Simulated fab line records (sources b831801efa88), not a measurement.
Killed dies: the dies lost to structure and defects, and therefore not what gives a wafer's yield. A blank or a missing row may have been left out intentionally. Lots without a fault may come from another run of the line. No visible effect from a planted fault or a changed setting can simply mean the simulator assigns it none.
Split-lot study | flow sfq_line | 13 wafers read from 5 lots, route of 325 steps

ABOUT THE SPLIT
At SFQ_TRILAYER_M2_LITHO_COAT_057 (resist thk 600 nm), the setting spin_rpm was moved away from the recipe's 3000 rpm on 3 of the 13 wafers read, by +4.7% to +6.5%. The other wafers ran this setting at the recipe's value.

SPLIT TO READING: what lies between them in the file, 1 step
- SFQ_TRILAYER_M2_BARC_OPEN_METAL_ETCH_077: etches BARC in O2, target depth 125 nm, time 41.7 s (also split here: bias_w)

THE READING
KrF_of_TRILAYER_M2_LITHO_COAT_057.thk_nm (the simulator's own value, which no gauge read), in nm, at SFQ_TRILAYER_M2_ETCH_METAL_ETCH_060 (etches Nb in Cl2/Ar, stops on SiO2, target depth 240 nm, time 120 s). No usual value for it is given in the file. Average 382.4 nm, standard deviation 2.3 nm, over the 10 wafers here run with the recipe.

wafer  | tool, chamber at the split | spin_rpm as run, rpm | against the recipe | KrF_of_TRILAYER_M2_LITHO_COAT_057.thk_nm, nm | against lot-mates on the recipe
L074.2 | litho_track-02, 0          | 3000                 | recipe             | 384.7                                        | -
L074.4 | litho_track-02, 0          | 3000                 | recipe             | 385.3                                        | -
L074.6 | litho_track-02, 0          | 3000                 | recipe             | 382.5                                        | -
L076.1 | litho_track-04, 0          | 3000                 | recipe             | 380.5                                        | -
L076.6 | litho_track-04, 0          | 3000                 | recipe             | 382.4                                        | -
L080.3 | litho_track-03, 0          | 3141                 | +4.7%              | 363.5                                        | -13.4
L080.4 | litho_track-03, 0          | 3000                 | recipe             | 376.9                                        | -
L081.2 | litho_track-02, 0          | 3195                 | +6.5%              | 365.3                                        | -18.6
L081.4 | litho_track-02, 0          | 3000                 | recipe             | 383.9                                        | -
L081.5 | litho_track-02, 0          | 3195                 | +6.5%              | 364.7                                        | -19.2
L082.1 | litho_track-02, 0          | 3000                 | recipe             | 382                                          | -
L082.2 | litho_track-02, 0          | 3000                 | recipe             | 383                                          | -
L082.4 | litho_track-02, 0          | 3000                 | recipe             | 383.1                                        | -

FIT RESULTS
A straight line over all 13 wafers: KrF_of_TRILAYER_M2_LITHO_COAT_057.thk_nm changes by -2.94 nm for each +1% of spin_rpm; r = -0.95; the points scatter about the line by 2.7 nm.
The same after taking each lot's own level away (the mean of its wafers on the recipe; 13 wafers): -2.9 nm for each +1%; r = -0.99; scatter 0.8 nm.
The reading moves by 19 nm for the largest change in spin_rpm, on that fit.
From 376.90 to 384.17 nm: that is the span of the lots' own levels, equal to 3.2 times the standard deviation above.
The two slopes are in agreement: the lot-to-lot level therefore moves the slope only a little.
Check: -19 nm against its lot-mates is what the line predicts for one of the wafers moved furthest among these (+6.5%) when that wafer is left out of the fit. Against them it came out at -18.6 nm.

OTHER SPLITS ON THESE WAFERS
These wafers also went through other splits before the reading. Each is held against what the fit with the lots' levels taken away leaves over:
other split on the same wafers                    | wafers away from the commonest value | r with KrF_of_TRILAYER_M2_LITHO_COAT_057.thk_nm (lot level and that fit taken away)
SFQ_TRILAYER_M1_LITHO_COAT_044 resist_thk_nm      | 6                                    | -0.18
SFQ_TRILAYER_M1_ETCH_METAL_ETCH_042 icp_w         | 3                                    | -0.26
SFQ_TRILAYER_I1_VIA_LITHO_COAT_054 resist_thk_nm  | 4                                    | +0.12
SFQ_TRILAYER_I1_VIA_BARC_OPEN_VIA_ETCH_071 time_s | 5                                    | +0.35
SFQ_TRILAYER_M2_DEP_SPUTTER_055 power_w           | 0                                    | -
SFQ_TRILAYER_M2_BARC_OPEN_METAL_ETCH_077 bias_w   | 3                                    | -0.42

THE WHOLE CHAIN: every reading that the file lists as answering this split, in the file's order
step                                | what it does                                                        | reading                                                                                   | change (the file's fit)              | r (the file's)
SFQ_TRILAYER_M2_LITHO_COAT_057      | resist thk 600 nm                                                   | KrF_of_TRILAYER_M2_LITHO_COAT_057.thk_nm (the simulator's own value, which no gauge read) | -2.81 nm for each +1% of the setting | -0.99
SFQ_TRILAYER_M2_ETCH_METAL_ETCH_060 | etches Nb in Cl2/Ar, stops on SiO2, target depth 240 nm, time 120 s | KrF_of_TRILAYER_M2_LITHO_COAT_057.thk_nm (the simulator's own value, which no gauge read) | -2.89 nm for each +1% of the setting | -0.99

THE FILE'S OWN FIT
KrF_of_TRILAYER_M2_LITHO_COAT_057.thk_nm changes by -2.89 nm for each +1% of spin_rpm, r = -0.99.
